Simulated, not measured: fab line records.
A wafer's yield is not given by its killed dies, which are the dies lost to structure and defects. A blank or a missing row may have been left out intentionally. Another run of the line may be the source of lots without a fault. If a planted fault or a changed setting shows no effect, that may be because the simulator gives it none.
What tool caused it? || flow sky130 || 11 lots with 33 wafers sampled at 6 steps, on a route of 708 steps

== WHAT THE GAUGES READ, wafer by wafer ==
SKY_VIA1_RS_MEAS_22: the measuring method here is four-point-probe. Usual: VIA1_W_RS typically reads 0.427 ohm/sq, with standard deviation 0.0045.
{"lot": "L959", "measured": "day 34 10:07", "on": "film-metro-02", "VIA1_W_RS (ohm/sq)": "0.419 0.427 0.420", "flag": ""}
{"lot": "L963", "measured": "day 35 05:07", "on": "film-metro-03", "VIA1_W_RS (ohm/sq)": "0.433 0.431 0.438", "flag": ""}
{"lot": "L966", "measured": "day 36 13:53", "on": "film-metro-03", "VIA1_W_RS (ohm/sq)": "0.427 0.427 0.425", "flag": ""}
{"lot": "L967", "measured": "day 36 19:14", "on": "film-metro-03", "VIA1_W_RS (ohm/sq)": "0.424 0.430 0.431", "flag": ""}
{"lot": "L968", "measured": "day 37 03:59", "on": "film-metro-03", "VIA1_W_RS (ohm/sq)": "0.408 0.410 0.403", "flag": "OFF"}
{"lot": "L969", "measured": "day 37 13:26", "on": "film-metro-01", "VIA1_W_RS (ohm/sq)": "0.405 0.404 0.405", "flag": "OFF"}
{"lot": "L970", "measured": "day 37 20:38", "on": "film-metro-01", "VIA1_W_RS (ohm/sq)": "0.403 0.396 0.401", "flag": "OFF"}
{"lot": "L978", "measured": "day 40 05:04", "on": "film-metro-01", "VIA1_W_RS (ohm/sq)": "0.430 0.429 0.432", "flag": ""}
{"lot": "L979", "measured": "day 40 14:19", "on": "film-metro-02", "VIA1_W_RS (ohm/sq)": "0.419 0.419 0.428", "flag": ""}
{"lot": "L980", "measured": "day 40 16:34", "on": "film-metro-02", "VIA1_W_RS (ohm/sq)": "0.431 0.431 0.426", "flag": ""}
{"lot": "L981", "measured": "day 40 19:18", "on": "film-metro-03", "VIA1_W_RS (ohm/sq)": "0.428 0.428 0.419", "flag": ""}

SKY_VIA1_THK_MEAS_23: measures by xrf. Usual: VIA1_W_THK typically reads 274 nm, with standard deviation 3.4.
{"lot": "L959", "measured": "day 34 10:13", "on": "film-metro-02", "VIA1_W_THK (nm)": "281 278 280", "flag": ""}
{"lot": "L963", "measured": "day 35 05:14", "on": "film-metro-03", "VIA1_W_THK (nm)": "270 272 266", "flag": ""}
{"lot": "L966", "measured": "day 36 14:00", "on": "film-metro-03", "VIA1_W_THK (nm)": "273 276 274", "flag": ""}
{"lot": "L967", "measured": "day 36 19:21", "on": "film-metro-03", "VIA1_W_THK (nm)": "276 271 270", "flag": ""}
{"lot": "L968", "measured": "day 37 04:06", "on": "film-metro-03", "VIA1_W_THK (nm)": "286 287 289", "flag": "OFF"}
{"lot": "L969", "measured": "day 37 13:33", "on": "film-metro-01", "VIA1_W_THK (nm)": "290 291 291", "flag": "OFF"}
{"lot": "L970", "measured": "day 37 20:44", "on": "film-metro-01", "VIA1_W_THK (nm)": "293 298 294", "flag": "OFF"}
{"lot": "L978", "measured": "day 40 05:11", "on": "film-metro-01", "VIA1_W_THK (nm)": "272 273 269", "flag": ""}
{"lot": "L979", "measured": "day 40 14:26", "on": "film-metro-02", "VIA1_W_THK (nm)": "281 280 274", "flag": ""}
{"lot": "L980", "measured": "day 40 16:41", "on": "film-metro-02", "VIA1_W_THK (nm)": "272 273 277", "flag": ""}
{"lot": "L981", "measured": "day 40 19:25", "on": "film-metro-03", "VIA1_W_THK (nm)": "271 270 277", "flag": ""}

SKY_METAL2_RS_MEAS_05: the measuring method here is four-point-probe. Usual: METAL2_ALCU_RS typically reads 0.1261 ohm/sq, with standard deviation 0.0012.
{"lot": "L959", "measured": "day 34 10:55", "on": "film-metro-01", "METAL2_ALCU_RS (ohm/sq)": "0.1283 0.1283 0.1285", "flag": ""}
{"lot": "L963", "measured": "day 35 05:44", "on": "film-metro-01", "METAL2_ALCU_RS (ohm/sq)": "0.1276 0.1273 0.1278", "flag": ""}
{"lot": "L966", "measured": "day 36 14:32", "on": "film-metro-01", "METAL2_ALCU_RS (ohm/sq)": "0.1270 0.1268 0.1270", "flag": ""}
{"lot": "L967", "measured": "day 36 19:52", "on": "film-metro-02", "METAL2_ALCU_RS (ohm/sq)": "0.1247 0.1240 0.1244", "flag": ""}
{"lot": "L968", "measured": "day 37 04:36", "on": "film-metro-02", "METAL2_ALCU_RS (ohm/sq)": "0.1249 0.1256 0.1257", "flag": ""}
{"lot": "L969", "measured": "day 37 14:04", "on": "film-metro-01", "METAL2_ALCU_RS (ohm/sq)": "0.1288 0.1293 0.1272", "flag": ""}
{"lot": "L970", "measured": "day 37 21:15", "on": "film-metro-04", "METAL2_ALCU_RS (ohm/sq)": "0.1255 0.1257 0.1246", "flag": ""}
{"lot": "L978", "measured": "day 40 05:41", "on": "film-metro-02", "METAL2_ALCU_RS (ohm/sq)": "0.1274 0.1245 0.1259", "flag": ""}
{"lot": "L979", "measured": "day 40 14:56", "on": "film-metro-02", "METAL2_ALCU_RS (ohm/sq)": "0.1256 0.1258 0.1251", "flag": ""}
{"lot": "L980", "measured": "day 40 17:11", "on": "film-metro-01", "METAL2_ALCU_RS (ohm/sq)": "0.1259 0.1255 0.1256", "flag": ""}
{"lot": "L981", "measured": "day 40 19:55", "on": "film-metro-04", "METAL2_ALCU_RS (ohm/sq)": "0.1260 0.1275 0.1265", "flag": ""}

== EACH LOT AND THE TOOL THAT RAN IT (in order: tool; ch and the chambers of the sampled wafers; start) ==
{"lot": "L959", "SKY_VIA1_CVD_21": "cvd-w-01 ch 0,1, day 34 10:01", "SKY_METAL2_SPUTTER_01": "pvd-sputter-02, day 34 10:46", "SKY_METAL2_SPUTTER_04": "pvd-sputter-02, day 34 10:50"}
{"lot": "L963", "SKY_VIA1_CVD_21": "cvd-w-02 ch 0,1, day 35 05:01", "SKY_METAL2_SPUTTER_01": "pvd-sputter-02, day 35 05:36", "SKY_METAL2_SPUTTER_04": "pvd-sputter-02, day 35 05:40"}
{"lot": "L966", "SKY_VIA1_CVD_21": "cvd-w-02 ch 0,1, day 36 13:46", "SKY_METAL2_SPUTTER_01": "pvd-sputter-01, day 36 14:23", "SKY_METAL2_SPUTTER_04": "pvd-sputter-01, day 36 14:28"}
{"lot": "L967", "SKY_VIA1_CVD_21": "cvd-w-02 ch 0,1, day 36 19:08", "SKY_METAL2_SPUTTER_01": "pvd-sputter-03, day 36 19:43", "SKY_METAL2_SPUTTER_04": "pvd-sputter-03, day 36 19:47"}
{"lot": "L968", "SKY_VIA1_CVD_21": "cvd-w-02 ch 0,1, day 37 03:53", "SKY_METAL2_SPUTTER_01": "pvd-sputter-03, day 37 04:29", "SKY_METAL2_SPUTTER_04": "pvd-sputter-03, day 37 04:34"}
{"lot": "L969", "SKY_VIA1_CVD_21": "cvd-w-02 ch 0,1, day 37 13:19", "SKY_METAL2_SPUTTER_01": "pvd-sputter-03, day 37 13:55", "SKY_METAL2_SPUTTER_04": "pvd-sputter-03, day 37 13:59"}
{"lot": "L970", "SKY_VIA1_CVD_21": "cvd-w-02 ch 1, day 37 20:28", "SKY_METAL2_SPUTTER_01": "pvd-sputter-01, day 37 21:05", "SKY_METAL2_SPUTTER_04": "pvd-sputter-01, day 37 21:10"}
{"lot": "L978", "SKY_VIA1_CVD_21": "cvd-w-01 ch 0,1, day 40 04:59", "SKY_METAL2_SPUTTER_01": "pvd-sputter-02, day 40 05:34", "SKY_METAL2_SPUTTER_04": "pvd-sputter-02, day 40 05:38"}
{"lot": "L979", "SKY_VIA1_CVD_21": "cvd-w-01 ch 0,1, day 40 14:14", "SKY_METAL2_SPUTTER_01": "pvd-sputter-01, day 40 14:49", "SKY_METAL2_SPUTTER_04": "pvd-sputter-01, day 40 14:53"}
{"lot": "L980", "SKY_VIA1_CVD_21": "cvd-w-01 ch 0,1, day 40 16:29", "SKY_METAL2_SPUTTER_01": "pvd-sputter-01, day 40 17:04", "SKY_METAL2_SPUTTER_04": "pvd-sputter-01, day 40 17:08"}
{"lot": "L981", "SKY_VIA1_CVD_21": "cvd-w-01 ch 0,1, day 40 19:11", "SKY_METAL2_SPUTTER_01": "pvd-sputter-02, day 40 19:47", "SKY_METAL2_SPUTTER_04": "pvd-sputter-02, day 40 19:51"}
- SKY_VIA1_CVD_21: deposits W, target thk 270 nm, time 80.902 s.
- SKY_METAL2_SPUTTER_01: material TiN, target thk 20 nm, time 16.7 s.
- SKY_METAL2_SPUTTER_04: material TiN, target thk 70 nm, time 58.3 s.

== AS READ BY THE TOOLS THEMSELVES (means over the sampled wafers that have a number; for cases with no such wafer, the mark the record gives instead) ==
SKY_VIA1_CVD_21. Usual: chamber-pressure-Torr 40.00 Torr, standard deviation 0.092; heater-power-w 799 W, standard deviation 36.
{"lot": "L959", "tool": "cvd-w-01", "chamber-pressure-Torr (Torr)": 39.95, "heater-power-w (W)": 807, "flag": ""}
{"lot": "L963", "tool": "cvd-w-02", "chamber-pressure-Torr (Torr)": 39.84, "heater-power-w (W)": 808, "flag": ""}
{"lot": "L966", "tool": "cvd-w-02", "chamber-pressure-Torr (Torr)": 40.01, "heater-power-w (W)": 817, "flag": ""}
{"lot": "L967", "tool": "cvd-w-02", "chamber-pressure-Torr (Torr)": 40.01, "heater-power-w (W)": 820, "flag": ""}
{"lot": "L968", "tool": "cvd-w-02", "chamber-pressure-Torr (Torr)": 44.29, "heater-power-w (W)": 816, "flag": "OFF"}
{"lot": "L969", "tool": "cvd-w-02", "chamber-pressure-Torr (Torr)": 44.23, "heater-power-w (W)": 804, "flag": "OFF"}
{"lot": "L970", "tool": "cvd-w-02", "chamber-pressure-Torr (Torr)": 44.17, "heater-power-w (W)": 830, "flag": "OFF"}
{"lot": "L978", "tool": "cvd-w-01", "chamber-pressure-Torr (Torr)": 39.93, "heater-power-w (W)": 809, "flag": ""}
{"lot": "L979", "tool": "cvd-w-01", "chamber-pressure-Torr (Torr)": 40.05, "heater-power-w (W)": 799, "flag": ""}
{"lot": "L980", "tool": "cvd-w-01", "chamber-pressure-Torr (Torr)": 39.96, "heater-power-w (W)": 786, "flag": ""}
{"lot": "L981", "tool": "cvd-w-01", "chamber-pressure-Torr (Torr)": 40.07, "heater-power-w (W)": 784, "flag": ""}

SKY_METAL2_SPUTTER_01. Usual: cathode-dc-power-W 6500.1 W, standard deviation 1.2; throttle-valve-pct 29.6 %, standard deviation 0.89.
{"lot": "L959", "tool": "pvd-sputter-02", "cathode-dc-power-W (W)": 6500.1, "throttle-valve-pct (%)": 28.4, "flag": ""}
{"lot": "L963", "tool": "pvd-sputter-02", "cathode-dc-power-W (W)": 6500.8, "throttle-valve-pct (%)": 29.0, "flag": ""}
{"lot": "L966", "tool": "pvd-sputter-01", "cathode-dc-power-W (W)": 6500.6, "throttle-valve-pct (%)": 29.8, "flag": ""}
{"lot": "L967", "tool": "pvd-sputter-03", "cathode-dc-power-W (W)": 6498.9, "throttle-valve-pct (%)": 29.8, "flag": ""}
{"lot": "L968", "tool": "pvd-sputter-03", "cathode-dc-power-W (W)": 6501.2, "throttle-valve-pct (%)": 30.8, "flag": ""}
{"lot": "L969", "tool": "pvd-sputter-03", "cathode-dc-power-W (W)": 6500.5, "throttle-valve-pct (%)": 30.3, "flag": ""}
{"lot": "L970", "tool": "pvd-sputter-01", "cathode-dc-power-W (W)": 6499.3, "throttle-valve-pct (%)": 29.4, "flag": ""}
{"lot": "L978", "tool": "pvd-sputter-02", "cathode-dc-power-W (W)": 6500.8, "throttle-valve-pct (%)": 29.1, "flag": ""}
{"lot": "L979", "tool": "pvd-sputter-01", "cathode-dc-power-W (W)": 6498.8, "throttle-valve-pct (%)": 29.4, "flag": ""}
{"lot": "L980", "tool": "pvd-sputter-01", "cathode-dc-power-W (W)": 6500.0, "throttle-valve-pct (%)": 29.3, "flag": ""}
{"lot": "L981", "tool": "pvd-sputter-02", "cathode-dc-power-W (W)": 6498.8, "throttle-valve-pct (%)": 28.4, "flag": ""}

SKY_METAL2_SPUTTER_04. Usual: cathode-dc-power-W 6500.1 W, standard deviation 1.2; throttle-valve-pct 29.6 %, standard deviation 0.89.
{"lot": "L959", "tool": "pvd-sputter-02", "cathode-dc-power-W (W)": 6500.1, "throttle-valve-pct (%)": 28.5, "flag": ""}
{"lot": "L963", "tool": "pvd-sputter-02", "cathode-dc-power-W (W)": 6500.3, "throttle-valve-pct (%)": 29.2, "flag": ""}
{"lot": "L966", "tool": "pvd-sputter-01", "cathode-dc-power-W (W)": 6501.1, "throttle-valve-pct (%)": 29.7, "flag": ""}
{"lot": "L967", "tool": "pvd-sputter-03", "cathode-dc-power-W (W)": 6499.6, "throttle-valve-pct (%)": 29.7, "flag": ""}
{"lot": "L968", "tool": "pvd-sputter-03", "cathode-dc-power-W (W)": 6500.3, "throttle-valve-pct (%)": 31.0, "flag": ""}
{"lot": "L969", "tool": "pvd-sputter-03", "cathode-dc-power-W (W)": 6500.8, "throttle-valve-pct (%)": 30.3, "flag": ""}
{"lot": "L970", "tool": "pvd-sputter-01", "cathode-dc-power-W (W)": 6500.3, "throttle-valve-pct (%)": 29.3, "flag": ""}
{"lot": "L978", "tool": "pvd-sputter-02", "cathode-dc-power-W (W)": 6498.7, "throttle-valve-pct (%)": 29.1, "flag": ""}
{"lot": "L979", "tool": "pvd-sputter-01", "cathode-dc-power-W (W)": 6500.4, "throttle-valve-pct (%)": 29.4, "flag": ""}
{"lot": "L980", "tool": "pvd-sputter-01", "cathode-dc-power-W (W)": 6500.7, "throttle-valve-pct (%)": 29.3, "flag": ""}
{"lot": "L981", "tool": "pvd-sputter-02", "cathode-dc-power-W (W)": 6500.3, "throttle-valve-pct (%)": 28.4, "flag": ""}

== THE ANSWER, worked out from the rows above alone ==
Rule: lot off if the mean of its wafers having a number is beyond 3 standard deviations from the usual mean. Also off: a lot with no number at a reading for which 4 or more lots have one. Any other lot the step has rows for is counted as sound. Order of review: gauges by route order, followed by the tools' own readings, for which a lot's mean as printed above is used. The first step at which some lot is off is used, and at that step the reading that is off furthest; a lot without a number counts as furthest.
Off: L968, L969, L970, at SKY_VIA1_RS_MEAS_22 (VIA1_W_RS).
If a tool, at a process step before that reading, ran all the lots that are off and no sound lot after the first of them, it fits. Not tried: the gauges at SKY_VIA1_RS_MEAS_22; whatever is off there is also off at SKY_VIA1_CVD_21, on other tools, and gauge error can't account for it. One fits: cvd-w-02 at SKY_VIA1_CVD_21. A fault onset in the window from L967 (day 36 19:08, its last sound lot) to L968 (day 37 03:53, its first lot off) fits.
The tool's own readings at SKY_VIA1_CVD_21 bear it out: on the lots that are off they differ by more than 5 times the standard deviation of the sound lots' means. chamber-pressure-Torr reads 44.23 Torr there against 39.98 Torr on the sound lots.

== WHAT HAD BEEN PUT IN BY THE SIMULATOR ==
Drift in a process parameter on cvd-w-02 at SKY_VIA1_CVD_21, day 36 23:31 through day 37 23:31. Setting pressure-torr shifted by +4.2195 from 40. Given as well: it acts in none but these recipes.
Lots struck among those shown: L968, L969, L970. This agrees with what the rule above found.
